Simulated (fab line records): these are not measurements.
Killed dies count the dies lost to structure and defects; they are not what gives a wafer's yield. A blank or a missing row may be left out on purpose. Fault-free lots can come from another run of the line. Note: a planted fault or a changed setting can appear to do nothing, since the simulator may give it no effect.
fab line records | flow sfqLine
record lots=6 | wafers=18 | lastDay=85
route steps=325 shown L0@4 L0V@16 M0@28
lots untouched by any fault: they come from a run of this same line in which no faults occurred
startH: hours from the record's first day to the start of the lot's first wafer shown | waitH: hours elapsed since this lot's preceding step | " same as the row above | L1.1+2: a row that stands for several wafers | - no value present, or no start provided | * or withheld: withheld | < > ~ a bound
route shown NAME@n: NAME is a module with steps in the file, n the number in the route of the first one | usual: mean/standard deviation taken from wafers without a fault | same: alike in all rows | chamber/n: place in a boat | sites: readings site by site | _std_site: standard deviation across them | _edge_site: inner sites' mean taken away from outer sites' mean | radiusMm: for every site, how far away it sits from the centre of the wafer | mask NAME#n: copy n | behind: tool/chamber where the wafer was last shaped | hold: cause of the lot's hold/its duration in hours/its outcome | device: which transistor (n, p or np) failed to switch | end of line: the route-end tests of the same wafers | a step without rows: its recipe alone | killed: the dies lost at the first sort to structure and to defects; this is not the yield of the wafer | map: per-die view of a wafer (x killed, . not killed, _ where there is no die)
set.NAME: the setting the step ran with; set.NAME@STEP: the setting that earlier step ran with | model.NAME: the simulator's own value behind a step, which no gauge read
lots seen at some steps along the route; tables by step, rows by wafer
services: a tool's chamber out of use, with start hour (startH, from the record's first day; less than 0 if before it), hours out, and reason
## steps
# step SFQ_L0_RS_MEAS_901
# recipe thkMeasGauge=four-point-probe | reads=MoNx_KI_of_TRILAYER_L0_DEP_SPUTTER_003
# usual L0_MONX_KI_RS=43.5/0.49
lot.wafer | tool         | chamber | startH | waitH | L0_MONX_KI_RS[ohm/sq]
L751.1    | filmMetro-03 | -       | 12.56  | 0.0   | 43.4
L751.3    | "            | -       | "      | "     | 43.2
L751.6    | "            | -       | "      | "     | 43.6
L756.1    | filmMetro-04 | -       | 37.56  | 0.0   | 43.5
L756.2    | "            | -       | "      | "     | 43.5
L756.3    | "            | -       | "      | "     | 44.5
L761.2    | filmMetro-04 | -       | 62.58  | 0.1   | 43.0
L761.3    | "            | -       | "      | "     | 42.9
L761.4    | "            | -       | "      | "     | 42.6
L762.2    | filmMetro-03 | -       | 67.58  | 0.1   | 42.6
L762.4    | "            | -       | "      | "     | 42.9
L762.5    | "            | -       | "      | "     | 42.4
L764.1    | filmMetro-04 | -       | 77.56  | 0.0   | 43.8
L764.4    | "            | -       | "      | "     | 43.6
L764.5    | "            | -       | "      | "     | 43.5
L770.1    | filmMetro-03 | -       | 107.56 | 0.0   | 44.3
L770.3    | "            | -       | "      | "     | 44.2
L770.4    | "            | -       | "      | "     | 44.7
# step SFQ_L0_THK_MEAS_902
# recipe thkMeasGauge=xrf | reads=MoNx_KI_of_TRILAYER_L0_DEP_SPUTTER_003
# usual L0_MONX_KI_THK=39.6/0.51
lot.wafer | tool         | chamber | startH | waitH | L0_MONX_KI_THK[nm]
L751.1    | filmMetro-03 | -       | 12.68  | 0.1   | 39.1
L751.3    | "            | -       | "      | "     | 39.6
L751.6    | "            | -       | "      | "     | 38.9
L756.1    | filmMetro-04 | -       | 37.68  | 0.1   | 39.8
L756.2    | "            | -       | "      | "     | 39.7
L756.3    | "            | -       | "      | "     | 38.7
L761.2    | filmMetro-04 | -       | 62.69  | 0.1   | 40.5
L761.3    | "            | -       | "      | "     | 40.6
L761.4    | "            | -       | "      | "     | 40.8
L762.2    | filmMetro-03 | -       | 67.69  | 0.1   | 40.6
L762.4    | "            | -       | "      | "     | 40.2
L762.5    | "            | -       | "      | "     | 40.3
L764.1    | filmMetro-04 | -       | 77.68  | 0.1   | 39.9
L764.4    | "            | -       | "      | "     | 40.0
L764.5    | "            | -       | "      | "     | 40.1
L770.1    | filmMetro-03 | -       | 107.68 | 0.1   | 38.7
L770.3    | "            | -       | "      | "     | 38.6
L770.4    | "            | -       | "      | "     | 38.1
# step SFQ_TRILAYER_L0_LITHO_COAT_010
# recipe resist=BARC | spinRpm=3000 | resistThkNm=62
# step SFQ_TRILAYER_L0_LITHO_COAT_005
# recipe resist=KrF | spinRpm=3000 | resistThkNm=594.7
# step SFQ_TRILAYER_L0_LITHO_SOFTBAKE_009
# recipe tempC=withheld | timeS=withheld | resist=KrF
# step SFQ_TRILAYER_L0_LITHO_EXPOSE_006
# recipe maskId=L0 | na=0.6 | sourceShape=conventional | sigmaOuter=0.65 | targetCdNm=2000 | doseMj=14.4
# step SFQ_TRILAYER_L0_LITHO_PEB_008
# recipe pebTempC=115 | pebTimeS=60 | resist=KrF
# step SFQ_TRILAYER_L0_LITHO_DEVELOP_007
# recipe timeS=60 | resist=KrF
# step SFQ_TRILAYER_L0_BARC_OPEN_METAL_ETCH_010
# recipe maskMaterial=PR | chemistry=O2 | targetDepthNm=125 | target=BARC | icpW=600 | biasW=80 | pressureMtorr=10 | timeS=41.7
# usual drypumpMotorCurrentA=5.6/0.49 | heBacksideLeakSccm=3.34/0.21 | oesProductAu=0.685/0.0044 | rfFwdPowerW=592.9/2.1
lot.wafer | tool        | chamber | startH | waitH | drypumpMotorCurrentA | heBacksideLeakSccm | oesProductAu | rfFwdPowerW | rfHoursCounterH
L751.1    | rieMetal-04 | 1       | 57.21  | 0.1   | 5.7                  | 3.38               | 0.688        | 589.6       | 205
L751.3    | "           | 1       | "      | "     | 5.8                  | 3.47               | 0.679        | 591.6       | -
L751.6    | "           | 1       | "      | "     | 5.8                  | 3.39               | 0.686        | 589.6       | -
L756.1    | rieMetal-01 | 1       | 92.01  | 0.1   | 6.2                  | 3.61               | 0.684        | 592.1       | 205
L756.2    | "           | 0       | "      | "     | 5.3                  | 3.24               | 0.684        | 593.9       | 38
L756.3    | "           | 0       | "      | "     | 5.3                  | 3.06               | 0.689        | 594.9       | -
L761.2    | rieMetal-04 | 0       | 128.11 | 0.1   | 4.8                  | 3.29               | 0.692        | 591.4       | 14
L761.3    | "           | 1       | "      | "     | 5.8                  | 3.18               | 0.687        | 592.2       | -
L761.4    | "           | 0       | "      | "     | 4.8                  | 3.12               | 0.692        | 592.7       | -
L762.2    | rieMetal-01 | 0       | 135.89 | 0.1   | 5.3                  | 3.07               | 0.689        | 592.0       | -
L762.4    | "           | 0       | "      | "     | 5.3                  | 3.07               | 0.685        | 590.9       | -
L762.5    | "           | 0       | "      | "     | 5.3                  | 3.26               | 0.684        | 595.2       | -
L764.1    | rieMetal-04 | 0       | 149.95 | 0.1   | 4.8                  | 3.64               | 0.687        | 594.7       | 17
L764.4    | "           | 0       | "      | "     | 4.8                  | 3.41               | 0.683        | 592.3       | -
L764.5    | "           | 1       | "      | "     | 5.8                  | 3.29               | 0.675        | 588.6       | -
L770.1    | rieMetal-02 | 1       | 191.92 | 0.1   | 5.1                  | 3.78               | 0.689        | 592.3       | 18
L770.3    | "           | 0       | "      | "     | 6.1                  | 3.40               | 0.683        | 594.5       | -
L770.4    | "           | 1       | "      | "     | 5.2                  | 3.81               | 0.686        | 587.2       | -
# step SFQ_TRILAYER_L0_ETCH_METAL_ETCH_008
# recipe target=MoNx_KI | stopOn=SiO2 | maskMaterial=PR | chemistry=SF6/O2 | targetDepthNm=50 | icpW=600 | biasW=80 | pressureMtorr=10 | timeS=25
# step SFQ_TRILAYER_L0_STRIP_STRIP_009
# recipe gas=O2 | powerW=200 | platenTempC=40 | overashFraction=0.65 | chemistry=O2 | pressureMtorr=50
# usual drypumpMotorCurrentA=5.6/0.49 | heBacksideLeakSccm=3.31/0.24 | oesProductAu=1.002/0.0067 | platenTempC=40.00/0.11
lot.wafer | tool        | chamber | startH | waitH | drypumpMotorCurrentA | heBacksideLeakSccm | oesProductAu | platenTempC | rfHoursCounterH
L751.1    | rieMetal-04 | 1       | 57.43  | 0.1   | 5.8                  | 3.79               | 1.006        | 40.03       | 205
L751.3    | "           | 1       | "      | "     | 5.8                  | 3.43               | 0.999        | 40.04       | -
L751.6    | "           | 1       | "      | "     | 5.8                  | 3.82               | 1.009        | 40.02       | -
L756.1    | rieMetal-01 | 1       | 92.12  | 0.0   | 6.2                  | 3.59               | 0.995        | 40.02       | 205
L756.2    | "           | 0       | "      | "     | 5.3                  | 2.89               | 0.999        | 39.93       | 39
L756.3    | "           | 0       | "      | "     | 5.3                  | 2.93               | 0.997        | 39.89       | -
L761.2    | rieMetal-04 | 0       | 128.22 | 0.0   | 4.8                  | 3.18               | 0.994        | 40.06       | 14
L761.3    | "           | 1       | "      | "     | 5.8                  | 3.09               | 1.002        | 39.91       | -
L761.4    | "           | 0       | "      | "     | 4.8                  | 3.24               | 1.011        | 40.15       | -
L762.2    | rieMetal-01 | 0       | 136.28 | 0.3   | 5.3                  | 3.20               | 1.009        | 39.81       | -
L762.4    | "           | 0       | "      | "     | 5.3                  | 3.18               | 1.013        | 40.08       | -
L762.5    | "           | 0       | "      | "     | 5.3                  | 3.07               | 1.014        | 39.87       | -
L764.1    | rieMetal-04 | 0       | 150.05 | 0.0   | 4.8                  | 3.44               | 1.002        | 40.34       | 17
L764.4    | "           | 0       | "      | "     | 4.8                  | 3.31               | 1.002        | 40.11       | -
L764.5    | "           | 1       | "      | "     | 5.8                  | 2.94               | 1.013        | 40.05       | -
L770.1    | rieMetal-02 | 1       | 192.02 | 0.0   | 5.2                  | 3.44               | 0.987        | 40.15       | 19
L770.3    | "           | 0       | "      | "     | 6.1                  | 3.13               | 0.995        | 39.82       | -
L770.4    | "           | 1       | "      | "     | 5.2                  | 3.74               | 0.992        | 40.07       | -
# step SFQ_TRILAYER_L0_STRIP_SOLV_CLEAN_010
# recipe chemistry=NMP | tempC=70 | timeS=600
# step SFQ_TRILAYER_L0_CAP_PECVD_011
# recipe material=SiO2 | tempC=150 | timeS=13.333 | pressureTorr=2.4 | rfW=183.3 | precursor=SiH4/N2O | targetThkNm=60
# usual heaterPowerW=78/9.3 | rfFwdPowerW=180.1/1.1 | throttleValvePct=24.4/0.86
lot.wafer | tool     | chamber | startH | waitH | heaterPowerW | rfFwdPowerW | throttleValvePct
L751.1    | pecvd-02 | 2       | 58.80  | 0.0   | 79           | 179.5       | 24.6
L751.3    | "        | 1       | "      | "     | 85           | 178.7       | 24.1
L751.6    | "        | 1       | "      | "     | 83           | 178.9       | 23.8
L756.1    | pecvd-02 | 2       | 92.89  | 0.0   | 87           | 179.8       | 24.9
L756.2    | "        | 0       | "      | "     | 68           | 180.2       | 23.4
L756.3    | "        | 1       | "      | "     | 80           | 178.6       | 23.8
L761.2    | pecvd-02 | 0       | 128.99 | 0.0   | 81           | 181.4       | 23.7
L761.3    | "        | 2       | "      | "     | 72           | 179.6       | 24.6
L761.4    | "        | 0       | "      | "     | 65           | 179.7       | 23.8
L762.2    | pecvd-02 | 1       | 137.47 | 0.0   | 78           | 178.9       | 24.0
L762.4    | "        | 2       | "      | "     | 85           | 180.5       | 24.6
L762.5    | "        | 1       | "      | "     | 77           | 178.6       | 24.1
L762.2    | pecvd-02 | 1       | 137.66 | 0.2   | 77           | 178.6       | 23.8
L762.4    | "        | 2       | "      | "     | 86           | 178.5       | 24.8
L762.5    | "        | 1       | "      | "     | 78           | 178.5       | 24.1
L764.1    | pecvd-02 | 2       | 150.84 | 0.0   | 86           | 179.6       | 24.8
L764.4    | "        | 2       | "      | "     | 87           | 179.8       | 24.7
L764.5    | "        | 0       | "      | "     | 79           | 180.5       | 23.8
L764.1    | pecvd-02 | 2       | 151.04 | 0.2   | 89           | 180.3       | 24.5
L764.4    | "        | 2       | "      | "     | 88           | 180.4       | 24.9
L764.5    | "        | 0       | "      | "     | 79           | 181.1       | 23.9
L770.1    | pecvd-02 | 1       | 192.81 | 0.0   | 84           | 179.6       | 24.3
L770.3    | "        | 1       | "      | "     | 85           | 179.5       | 24.1
L770.4    | "        | 0       | "      | "     | 79           | 179.8       | 23.9
# step SFQ_TRILAYER_L0_VIA_LITHO_COAT_018
# recipe resist=BARC | spinRpm=3000 | resistThkNm=62.55
# step SFQ_TRILAYER_L0_VIA_LITHO_COAT_013
# recipe resist=KrF | spinRpm=3000 | resistThkNm=650
# step SFQ_TRILAYER_L0_VIA_LITHO_SOFTBAKE_017
# recipe tempC=withheld | timeS=withheld | resist=KrF
# step SFQ_TRILAYER_L0_VIA_LITHO_EXPOSE_014
# recipe maskId=L0V | na=0.6 | sourceShape=conventional | sigmaOuter=0.65 | targetCdNm=700 | doseMj=21.3
# step SFQ_TRILAYER_L0_VIA_LITHO_PEB_016
# recipe pebTempC=115 | pebTimeS=60 | resist=KrF
# step SFQ_TRILAYER_L0_VIA_LITHO_DEVELOP_015
# recipe timeS=60 | resist=KrF
# step SFQ_L0V_OVL_MEAS_903
# usual L0V_OVL=-2/4.7
lot.wafer | tool       | chamber | startH | waitH | L0V_OVL[nm]
L751.1    | overlay-02 | -       | 122.11 | 0.1   | -5
L751.3    | "          | -       | "      | "     | 1
L751.6    | "          | -       | "      | "     | -4
L756.1    | overlay-01 | -       | 169.15 | 0.1   | 0
L756.2    | "          | -       | "      | "     | -5
L756.3    | "          | -       | "      | "     | -1
L761.2    | overlay-02 | -       | 225.88 | 0.1   | 7
L761.3    | "          | -       | "      | "     | 1
L761.4    | "          | -       | "      | "     | 3
L762.2    | overlay-02 | -       | 236.68 | 0.1   | -9
L762.4    | "          | -       | "      | "     | -10
L762.5    | "          | -       | "      | "     | -7
L764.1    | overlay-01 | -       | 252.28 | 0.1   | 5
L764.4    | "          | -       | "      | "     | 0
L764.5    | "          | -       | "      | "     | 2
L770.1    | overlay-02 | -       | 260.68 | 0.1   | -1
L770.3    | "          | -       | "      | "     | -4
L770.4    | "          | -       | "      | "     | -6
# step SFQ_TRILAYER_L0_VIA_BARC_OPEN_VIA_ETCH_021
# recipe maskMaterial=PR | chemistry=O2 | targetDepthNm=125 | target=BARC | sourceW=500 | biasW=80 | pressureMtorr=30 | timeS=41.7
# usual drypumpMotorCurrentA=5.8/0.51 | oesProductAu=0.688/0.0046 | rfFwdPowerW=495.0/2.2
lot.wafer | tool       | chamber | startH | waitH | drypumpMotorCurrentA | oesProductAu | rfFwdPowerW | rfHoursCounterH
L751.1    | rieDiel-02 | 2       | 122.15 | 0.0   | 5.0                  | 0.692        | 495.6       | 54
L751.3    | "          | 0       | "      | "     | 5.9                  | 0.688        | 492.9       | 44
L751.6    | "          | 3       | "      | "     | 5.6                  | 0.690        | 494.8       | -
L756.1    | rieDiel-02 | 2       | 169.18 | 0.0   | 5.0                  | 0.682        | 493.8       | 55
L756.2    | "          | 0       | "      | "     | 5.9                  | 0.692        | 491.8       | 45
L756.3    | "          | 1       | "      | "     | 6.4                  | 0.692        | 496.9       | 132
L761.2    | rieDiel-01 | 3       | 225.91 | 0.0   | 5.8                  | 0.678        | 493.6       | 95
L761.3    | "          | 0       | "      | "     | 6.8                  | 0.685        | 495.4       | 46
L761.4    | "          | 3       | "      | "     | 5.8                  | 0.685        | 493.6       | -
L762.2    | rieDiel-02 | 2       | 236.71 | 0.0   | 5.0                  | 0.692        | 496.1       | 56
L762.4    | "          | 0       | "      | "     | 5.9                  | 0.693        | 491.2       | 46
L762.5    | "          | 2       | "      | "     | 5.0                  | 0.693        | 495.3       | -
L764.1    | rieDiel-02 | 2       | 252.31 | 0.0   | 5.0                  | 0.687        | 500.1       | 56
L764.4    | "          | 3       | "      | "     | 5.6                  | 0.687        | 496.3       | 4
L764.5    | "          | 2       | "      | "     | 5.0                  | 0.686        | 495.3       | -
L770.1    | rieDiel-04 | 1       | 260.71 | 0.0   | 5.5                  | 0.688        | 494.8       | 70
L770.3    | "          | 2       | "      | "     | 5.9                  | 0.684        | 500.0       | 92
L770.4    | "          | 3       | "      | "     | 5.9                  | 0.688        | 496.8       | -
# step SFQ_TRILAYER_L0_VIA_ETCH_VIA_ETCH_016
# recipe target=SiO2 | stopOn=MoNx_KI | maskMaterial=PR | chemistry=CHF3 | targetDepthNm=80 | sourceW=500 | biasW=80 | pressureMtorr=30 | timeS=withheld
# usual drypumpMotorCurrentA=5.8/0.51 | oesProductAu=0.845/0.0074 | rfFwdPowerW=495.4/2.1
lot.wafer | tool       | chamber | startH | waitH | drypumpMotorCurrentA | oesProductAu | rfFwdPowerW | model.L0V.featureDepthNm | model.etch.depthNm
L751.1    | rieDiel-02 | 2       | 122.19 | 0.0   | 5.0                  | 0.845        | 499.1       | 59.39                    | 59.39
L751.3    | "          | 0       | "      | "     | 5.9                  | 0.849        | 496.0       | 60.66                    | 60.66
L751.6    | "          | 3       | "      | "     | 5.6                  | 0.857        | 496.0       | 61.63                    | 61.63
L756.1    | rieDiel-02 | 2       | 169.22 | 0.0   | 5.0                  | 0.833        | 494.7       | 58.21                    | 58.21
L756.2    | "          | 0       | "      | "     | 5.9                  | 0.828        | 494.3       | 58.63                    | 58.63
L756.3    | "          | 1       | "      | "     | 6.4                  | 0.836        | 494.1       | 59.16                    | 59.16
L761.2    | rieDiel-01 | 3       | 225.95 | 0.0   | 5.8                  | 0.843        | 494.8       | 59.69                    | 59.69
L761.3    | "          | 0       | "      | "     | 6.7                  | 0.850        | 496.0       | 60.2                     | 60.2
L761.4    | "          | 3       | "      | "     | 5.8                  | 0.857        | 493.1       | 61.7                     | 61.7
L762.2    | rieDiel-02 | 2       | 236.75 | 0.0   | 5.0                  | 0.996        | 495.4       | 79.07                    | 79.07
L762.4    | "          | 0       | "      | "     | 5.9                  | 1.006        | 492.3       | 81.42                    | 81.42
L762.5    | "          | 2       | "      | "     | 5.0                  | 0.997        | 496.3       | 79.17                    | 79.17
L764.1    | rieDiel-02 | 2       | 252.35 | 0.0   | 5.0                  | 1.000        | 494.3       | 79.26                    | 79.26
L764.4    | "          | 3       | "      | "     | 5.6                  | 0.988        | 492.9       | 78.68                    | 78.68
L764.5    | "          | 2       | "      | "     | 5.0                  | 0.997        | 495.3       | 79.44                    | 79.44
L770.1    | rieDiel-04 | 1       | 260.75 | 0.0   | 5.5                  | 0.834        | 494.6       | 59.24                    | 59.24
L770.3    | "          | 2       | "      | "     | 6.0                  | 0.845        | 501.9       | 60.91                    | 60.91
L770.4    | "          | 3       | "      | "     | 5.9                  | 0.850        | 493.1       | 60.66                    | 60.66
# step SFQ_TRILAYER_L0_VIA_STRIP_STRIP_017
# recipe gas=O2 | powerW=200 | platenTempC=40 | overashFraction=0.65 | chemistry=O2 | pressureMtorr=50
# usual drypumpMotorCurrentA=5.9/0.65 | heBacksideLeakSccm=3.43/0.21 | oesProductAu=1.000/0.0063 | platenTempC=39.99/0.11
lot.wafer | tool        | chamber | startH | waitH | drypumpMotorCurrentA | heBacksideLeakSccm | oesProductAu | platenTempC | rfHoursCounterH
L751.1    | rieMetal-03 | 0       | 122.24 | -     | 6.7                  | 3.64               | 1.014        | 39.87       | 96
L751.3    | "           | 1       | "      | "     | 6.1                  | 3.50               | 1.002        | 39.94       | -
L751.6    | "           | 0       | "      | "     | 6.6                  | 3.49               | 0.998        | 40.10       | -
L756.1    | rieMetal-04 | 0       | 169.27 | -     | 4.8                  | 3.15               | 1.002        | 39.81       | 20
L756.2    | "           | 1       | "      | "     | 5.8                  | 3.11               | 1.000        | 40.09       | 15
L756.3    | "           | 0       | "      | "     | 4.8                  | 3.18               | 0.999        | 40.00       | -
L761.2    | rieMetal-03 | 0       | 226.20 | -     | 6.6                  | 3.43               | 1.008        | 39.91       | -
L761.3    | "           | 0       | "      | "     | 6.6                  | 3.48               | 0.996        | 40.03       | -
L761.4    | "           | 0       | "      | "     | 6.7                  | 3.54               | 1.002        | 40.03       | -
L762.2    | rieMetal-02 | 1       | 237.00 | -     | 5.2                  | 3.48               | 0.993        | 39.97       | -
L762.4    | "           | 1       | "      | "     | 5.1                  | 3.51               | 0.997        | 39.97       | -
L762.5    | "           | 1       | "      | "     | 5.2                  | 3.46               | 0.990        | 40.06       | -
L764.1    | rieMetal-02 | 0       | 252.40 | -     | 6.1                  | 3.29               | 0.999        | 39.94       | 41
L764.4    | "           | 1       | "      | "     | 5.2                  | 3.79               | 0.996        | 40.05       | -
L764.5    | "           | 0       | "      | "     | 6.1                  | 3.14               | 0.998        | 39.93       | -
L770.1    | rieMetal-04 | 1       | 260.80 | -     | 5.8                  | 3.28               | 1.001        | 39.99       | 30
L770.3    | "           | 1       | "      | "     | 5.8                  | 2.95               | 0.995        | 40.04       | -
L770.4    | "           | 0       | "      | "     | 4.8                  | 3.25               | 0.997        | 40.01       | -
# step SFQ_TRILAYER_L0_VIA_STRIP_SOLV_CLEAN_018
# recipe chemistry=NMP | tempC=70 | timeS=600
# step SFQ_TRILAYER_M0_DEP_PRE_CLEAN_020
# recipe gas=Ar | timeS=15 | biasV=250
lot.wafer | tool          | chamber | startH | waitH | model.SiO2_of_TRILAYER_L0_CAP_PECVD_011.thkNm
L751.1    | pvdSputter-03 | -       | 123.01 | 0.0   | 54.39
L751.3    | "             | -       | "      | "     | 55.66
L751.6    | "             | -       | "      | "     | 56.63
L756.1    | pvdSputter-06 | -       | 170.05 | 0.0   | 53.21
L756.2    | "             | -       | "      | "     | 53.63
L756.3    | "             | -       | "      | "     | 54.16
L761.2    | pvdSputter-03 | -       | 227.37 | 0.0   | 54.69
L761.3    | "             | -       | "      | "     | 55.2
L761.4    | "             | -       | "      | "     | 56.7
L762.2    | pvdSputter-03 | -       | 238.17 | 0.0   | 115
L762.4    | "             | -       | "      | "     | 117.3
L762.5    | "             | -       | "      | "     | 116.7
L764.1    | pvdSputter-06 | -       | 253.17 | 0.0   | 115.9
L764.4    | "             | -       | "      | "     | 118.1
L764.5    | "             | -       | "      | "     | 116.7
L770.1    | pvdSputter-06 | -       | 261.57 | 0.0   | 54.24
L770.3    | "             | -       | "      | "     | 55.91
L770.4    | "             | -       | "      | "     | 55.66
# step SFQ_TRILAYER_M0_DEP_SPUTTER_019
# recipe material=Nb | basePressurePa=1.33e-06 | chamberPressurePa=0.1333 | substrateTempC=20 | resputterCathodeVoltageV=400 | targetThkNm=200 | powerW=2000 | timeS=133.3
# usual throttleValvePct=29.5/1.2
lot.wafer | tool          | chamber | startH | waitH | throttleValvePct
L751.1    | pvdSputter-03 | -       | 123.04 | 0.0   | 30.0
L751.3    | "             | -       | "      | "     | 30.2
L751.6    | "             | -       | "      | "     | 31.4
L756.1    | pvdSputter-06 | -       | 170.07 | 0.0   | 27.9
L756.2    | "             | -       | "      | "     | 28.8
L756.3    | "             | -       | "      | "     | 30.2
L761.2    | pvdSputter-03 | -       | 227.40 | 0.0   | 27.4
L761.3    | "             | -       | "      | "     | 30.0
L761.4    | "             | -       | "      | "     | 31.0
L762.2    | pvdSputter-03 | -       | 238.20 | 0.0   | 30.0
L762.4    | "             | -       | "      | "     | 31.4
L762.5    | "             | -       | "      | "     | 27.6
L764.1    | pvdSputter-06 | -       | 253.20 | 0.0   | 30.3
L764.4    | "             | -       | "      | "     | 27.9
L764.5    | "             | -       | "      | "     | 29.3
L770.1    | pvdSputter-06 | -       | 261.60 | 0.0   | 29.5
L770.3    | "             | -       | "      | "     | 28.6
L770.4    | "             | -       | "      | "     | 30.2
## services
tool          | chamber | startH | hours | kind
rieDiel-01    | 2       | 34.15  | 7.3   | repair
rieDiel-01    | 3       | 36.28  | 5.7   | repair
rieMetal-01   | 1       | 36.98  | 4.4   | repair
rieMetal-03   | -       | 38.36  | 2.8   | pm
rieDiel-01    | 0       | 48.66  | 2.7   | repair
rieMetal-01   | 0       | 57.73  | 3.2   | repair
pecvd-02      | 0       | 62.02  | 17.9  | repair
pvdSputter-03 | -       | 71.23  | 0.7   | repair
rieDiel-04    | 3       | 73.79  | 16.5  | repair
rieDiel-04    | 1       | 85.63  | 4.8   | repair
rieMetal-01   | -       | 102.58 | 0.2   | repair
rieMetal-01   | 0       | 115.72 | 2.1   | repair
rieDiel-02    | 0       | 159.02 | 4.1   | repair
pvdSputter-03 | -       | 165.58 | 0.6   | repair
rieMetal-03   | 1       | 173.33 | 59.0  | repair
pecvd-02      | 2       | 188.12 | 16.3  | repair
pvdSputter-06 | -       | 194.86 | 4.5   | repair
rieDiel-01    | 2       | 218.06 | 23.0  | repair
rieDiel-04    | -       | 222.04 | 1.0   | repair
rieMetal-04   | -       | 230.58 | 2.8   | pm
rieMetal-02   | 0       | 236.28 | 11.7  | repair
rieMetal-01   | -       | 243.20 | 1.4   | pm
rieDiel-04    | 0       | 247.23 | 18.1  | repair
pvdSputter-03 | -       | 254.51 | 1.5   | repair
## key
firstSign step=SFQ_TRILAYER_L0_CAP_PECVD_011 | reading=visit | direction=added
effect step=SFQ_TRILAYER_L0_VIA_ETCH_VIA_ETCH_016 | reading=oesProductAu | direction=up | sigmas=21 | usual=0.845 | struck=0.997
modelEffect step=SFQ_TRILAYER_L0_VIA_ETCH_VIA_ETCH_016 | value=L0V.featureDepthNm | without=60.56 | struck=79.51
modelEffect step=SFQ_TRILAYER_M0_DEP_PRE_CLEAN_020 | value=SiO2_of_TRILAYER_L0_CAP_PECVD_011.thkNm | without=55.56 | struck=116.6
metAt SFQ_TRILAYER_L0_CAP_PECVD_011
struckWafers L762.2,L762.4,L762.5,L764.1,L764.4,L764.5
fault kind=repeatedStepWhole | tool=pecvd-02,pecvd-03,pecvd-04 | chamber=- | onsetH=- | steps=SFQ_TRILAYER_L0_CAP_PECVD_011 | times=1 | scope=struckLotsOnly
